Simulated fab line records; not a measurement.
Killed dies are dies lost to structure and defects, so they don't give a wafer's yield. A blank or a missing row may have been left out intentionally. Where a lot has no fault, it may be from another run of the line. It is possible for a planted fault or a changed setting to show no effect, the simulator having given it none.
fab line records	flow gf180mcu	part 2 of 2: steps 31 to 40 of 40
[record] lots = 5	wafers = 15	last-day = 33
route steps=602 shown PSD@248 NSD@262 SAB@264 SALICIDE@278 CONTACT@287
lots with no fault: from the same line, run without faults
start-h: hours from the record's first day to the start of the lot's first wafer shown	wait-h: hours from the lot's prior step to this one	" same as the row above	L1.1+2: one row covering several wafers at once	- value missing, or start not given	* or withheld: withheld	< > ~ a bound
route shown NAME@n: names a module that has steps shown in the file, with the first one's number in the route	usual: mean and standard deviation over wafers with no fault	same: alike in all rows	chamber/n: place in a boat	sites: per-site readings	_std_site: standard deviation of those values	_edge_site: the outer-site mean with the inner-site mean subtracted	radius-mm: for every site, how far away it sits from the centre of the wafer	mask NAME#n: copy n	behind: the last tool/chamber to shape the wafer	hold: why the lot was held/for how many hours/how that ended	device: transistor that didn't switch, given as n, p or np	end of line: the route-end tests of the same wafers	where a step has no rows: the recipe by itself	killed: not the wafer's yield, but the dies lost to structure and defects at the first sort	map: per-die view of a wafer (x killed, . not killed, _ where there is no die)
set.NAME: the setting the step ran with; set.NAME@STEP: the setting that earlier step ran with	model.NAME: the simulator's own value behind a step, which no gauge read
lots seen at some steps along the route; tables by step, rows by wafer
services: from which hour (start-h, from the record's first day; less than 0 if before it) a tool's chamber was out of use, for how many hours, and why
[[steps]]
[step GF_SALICIDE_CLEAN_00]
[recipe] chemistry = SC1/SC2	mix = 1:4:20	temp-c = 70	time-s = 150
[usual] bath-guard-temp-C = 70.1/0.45
lot.wafer	tool	chamber	start-h	wait-h	bath-guard-temp-C
L074.1	wet-bench-01	3	352.80	0.1	70.4
L074.2	"	3	"	"	70.3
L074.5	"	3	"	"	70.4
L076.1	wet-bench-03	2	365.18	0.1	69.3
L076.3	"	2	"	"	69.0
L076.4	"	2	"	"	69.5
L077.1	wet-bench-01	0	372.33	0.1	70.3
L077.4	"	0	"	"	70.6
L077.6	"	0	"	"	70.8
L079.1	wet-bench-03	1	379.64	0.1	69.6
L079.2	"	1	"	"	69.4
L079.6	"	1	"	"	69.4
L091.4	wet-bench-02	1	487.65	0.0	70.1
L091.5	"	1	"	"	69.6
L091.6	"	1	"	"	69.7
[step GF_SALICIDE_WET_ETCH_01]
[recipe] chemistry = dHF	target-depth-nm = 5	dry = ipa-marangoni	target = SiO2	temp-c = 25	dilution = 100:1	time-s = 100
lot.wafer	tool	chamber	start-h	wait-h
L074.1+2+5	wet-bench-02	2	352.85	0.0
L076.1+3+4	wet-bench-01	3	365.24	0.0
L077.1+4+6	wet-bench-03	1	372.39	0.0
L079.1+2+6	wet-bench-01	3	379.69	0.0
L091.4+5+6	wet-bench-01	2	487.70	0.0
[step GF_SALICIDE_SPUTTER_02]
[recipe] material = Co	target-thk-nm = 10	power-w = 1000	time-s = 20	chamber-pressure-pa = 0.4
[usual] cathode-dc-power-W = 999.98/0.17	throttle-valve-pct = 30.5/0.81
lot.wafer	tool	chamber	start-h	wait-h	cathode-dc-power-W	throttle-valve-pct
L074.1	pvd-sputter-03	-	352.89	0.0	1000.1	30.4
L074.2	"	-	"	"	999.89	31.8
L074.5	"	-	"	"	999.91	31.8
L076.1	pvd-sputter-03	-	365.28	0.0	1000.3	30.2
L076.3	"	-	"	"	999.96	31.8
L076.4	"	-	"	"	999.98	30.4
L077.1	pvd-sputter-03	-	372.42	0.0	1000.1	30.6
L077.4	"	-	"	"	999.77	30.5
L077.6	"	-	"	"	999.88	30.7
L079.1	pvd-sputter-01	-	379.73	0.0	999.87	29.2
L079.2	"	-	"	"	1000.0	29.3
L079.6	"	-	"	"	1000.4	29.5
L091.4	pvd-sputter-01	-	487.74	0.0	999.98	29.3
L091.5	"	-	"	"	1000.4	29.3
L091.6	"	-	"	"	1000.3	30.0
[step GF_SALICIDE_SPUTTER_03]
[recipe] material = TiN	target-thk-nm = 20	power-w = 6500	time-s = 16.7	chamber-pressure-pa = 0.4
[usual] cathode-dc-power-W = 6500.1/1	throttle-valve-pct = 30.5/0.78
lot.wafer	tool	chamber	start-h	wait-h	cathode-dc-power-W	throttle-valve-pct
L074.1	pvd-sputter-03	-	352.91	0.0	6500.4	30.6
L074.2	"	-	"	"	6501.0	31.9
L074.5	"	-	"	"	6499.5	32.1
L076.1	pvd-sputter-03	-	365.30	0.0	6502.3	30.2
L076.3	"	-	"	"	6499.0	32.1
L076.4	"	-	"	"	6499.6	30.3
L077.1	pvd-sputter-03	-	372.45	0.0	6501.7	30.8
L077.4	"	-	"	"	6500.7	30.4
L077.6	"	-	"	"	6499.9	31.0
L079.1	pvd-sputter-01	-	379.76	0.0	6501.8	29.4
L079.2	"	-	"	"	6500.0	29.4
L079.6	"	-	"	"	6499.9	29.5
L091.4	pvd-sputter-01	-	487.77	0.0	6500.0	29.5
L091.5	"	-	"	"	6499.2	29.2
L091.6	"	-	"	"	6500.4	30.3
[step GF_SALICIDE_RS_MEAS_04]
[recipe] thk-meas-gauge = four-point-probe	reads = TiN_of_SALICIDE_SPUTTER_03+Co_of_SALICIDE_SPUTTER_02
[usual] SALICIDE_TIN_RS = 16.36/0.26
lot.wafer	tool	chamber	start-h	wait-h	SALICIDE_TIN_RS[ohm/sq]
L074.1	film-metro-03	-	352.94	0.0	16.46
L074.2	"	-	"	"	16.48
L074.5	"	-	"	"	16.53
L076.1	film-metro-03	-	365.33	0.0	16.64
L076.3	"	-	"	"	16.79
L076.4	"	-	"	"	16.78
L077.1	film-metro-01	-	372.48	0.0	15.97
L077.4	"	-	"	"	16.04
L077.6	"	-	"	"	16.04
L079.1	film-metro-04	-	379.78	0.0	16.01
L079.2	"	-	"	"	16.06
L079.6	"	-	"	"	16.18
L091.4	film-metro-03	-	487.86	0.1	16.12
L091.5	"	-	"	"	16.56
L091.6	"	-	"	"	16.13
[step GF_SALICIDE_THK_MEAS_05]
[recipe] thk-meas-gauge = xrf	reads = TiN_of_SALICIDE_SPUTTER_03
[usual] SALICIDE_TIN_THK = 19.98/0.21
lot.wafer	tool	chamber	start-h	wait-h	SALICIDE_TIN_THK[nm]
L074.1	film-metro-03	-	353.06	0.1	19.90
L074.2	"	-	"	"	19.99
L074.5	"	-	"	"	19.87
L076.1	film-metro-03	-	365.45	0.1	19.85
L076.3	"	-	"	"	19.92
L076.4	"	-	"	"	19.93
L077.1	film-metro-01	-	372.60	0.1	20.26
L077.4	"	-	"	"	20.52
L077.6	"	-	"	"	20.20
L079.1	film-metro-04	-	379.90	0.1	19.87
L079.2	"	-	"	"	19.84
L079.6	"	-	"	"	19.94
L091.4	film-metro-03	-	487.95	0.1	19.94
L091.5	"	-	"	"	19.63
L091.6	"	-	"	"	19.93
[step GF_SALICIDE_RTA_06]
[recipe] temp-c = 530	time-s = 30	ambient = N2
[usual] lamp-power-pct = 5.3/0.72	wafer_temp_C_max = 532.8/0.63
lot.wafer	tool	chamber	start-h	wait-h	lamp-power-pct	wafer_temp_C_max
L074.1	rtp-anneal-02	0	353.12	0.1	6.1	533.5
L074.2	"	0	"	"	6.1	533.2
L074.5	"	0	"	"	6.1	534.2
L076.1	rtp-anneal-01	0	365.51	0.1	4.6	533.1
L076.3	"	0	"	"	4.6	532.3
L076.4	"	0	"	"	4.6	532.7
L077.1	rtp-anneal-01	0	372.66	0.1	4.6	531.8
L077.4	"	0	"	"	4.6	532.4
L077.6	"	0	"	"	4.6	532.0
L079.1	rtp-anneal-02	0	379.96	0.1	6.1	533.3
L079.2	"	0	"	"	6.1	532.5
L079.6	"	0	"	"	6.1	533.8
L091.4	rtp-anneal-01	0	488.03	0.1	4.6	532.5
L091.5	"	0	"	"	4.6	531.8
L091.6	"	0	"	"	4.6	532.3
[step GF_SALICIDE_WET_ETCH_07]
[recipe] chemistry = SPM	target-depth-nm = 120	dry = n2-spin
lot.wafer	tool	chamber	start-h	wait-h
L074.1+2+5	wet-bench-01	1	353.22	0.1
L076.1+3+4	wet-bench-02	0	365.71	0.2
L077.1+4+6	wet-bench-01	0	372.76	0.1
L079.1+2+6	wet-bench-02	3	380.06	0.1
L091.4+5+6	wet-bench-02	1	488.08	0.0
[step GF_SALICIDE_RTA_08]
[recipe] temp-c = 800	time-s = 30	ambient = N2
[usual] lamp-power-pct = 14.9/2	wafer_temp_C_max = 804.5/1
lot.wafer	tool	chamber	start-h	wait-h	lamp-power-pct	wafer_temp_C_max
L074.1	rtp-anneal-01	0	353.31	0.0	12.9	804.3
L074.2	"	0	"	"	12.9	805.0
L074.5	"	0	"	"	12.9	804.5
L076.1	rtp-anneal-02	0	365.80	0.0	16.9	804.6
L076.3	"	0	"	"	16.9	804.5
L076.4	"	0	"	"	16.8	805.3
L077.1	rtp-anneal-02	0	372.87	0.0	16.9	803.3
L077.4	"	0	"	"	16.9	805.2
L077.6	"	0	"	"	16.9	805.0
L079.1	rtp-anneal-01	0	380.15	0.0	12.9	803.0
L079.2	"	0	"	"	12.9	803.4
L079.6	"	0	"	"	12.9	803.5
L091.4	rtp-anneal-02	0	488.22	0.1	16.9	806.0
L091.5	"	0	"	"	16.9	804.6
L091.6	"	0	"	"	16.9	805.8
[step GF_CONTACT_CVD_00]
[recipe] material = SiO2	target-thk-nm = 300	sigma-open-frac = 0.3	temp-c = 400	time-s = 50	sih4-flow-sccm = 60	pressure-mtorr = 6
lot.wafer	tool	chamber	start-h	wait-h
L074.1+2+5	hdpcvd-01	2,0,2	353.41	0.1
L076.1+3+4	hdpcvd-01	0,1,1	365.90	0.1
L077.1+4+6	hdpcvd-01	0,0,2	372.97	0.1
L079.1+2+6	hdpcvd-02	0,1,2	380.25	0.1
L091.4+5+6	hdpcvd-02	0,2,1	488.29	0.1
[[services]]
tool	chamber	start-h	hours	kind
rie-diel-02	0	299.38	12.6	repair
rie-diel-02	3	305.34	3.1	repair
rie-diel-01	1	306.91	2.9	repair
plasma-asher-04	-	307.00	0.6	repair
pecvd-03	-	315.06	14.6	pm
implanter-02	-	329.51	5.8	repair
pecvd-03	-	335.70	1.3	repair
iline-stepper-02	-	351.27	6.3	repair
plasma-asher-03	-	352.60	9.5	repair
rie-diel-02	-	373.85	2.3	repair
pvd-sputter-01	-	378.25	1.2	repair
rie-diel-02	2	378.67	2.6	repair
rie-diel-01	2	384.15	5.4	repair
plasma-asher-03	-	390.03	10.4	repair
iline-stepper-02	-	392.69	1.7	pm
pecvd-03	-	397.00	5.5	pm
plasma-asher-04	-	403.24	0.7	repair
plasma-asher-04	-	421.25	9.0	pm
pvd-sputter-03	-	443.05	3.8	repair
hdpcvd-01	-	443.10	2.8	pm
hdpcvd-01	2	465.67	8.0	repair
iline-stepper-02	-	466.44	7.4	repair
pvd-sputter-03	-	479.00	2.3	repair
iline-stepper-01	-	480.76	1.7	pm
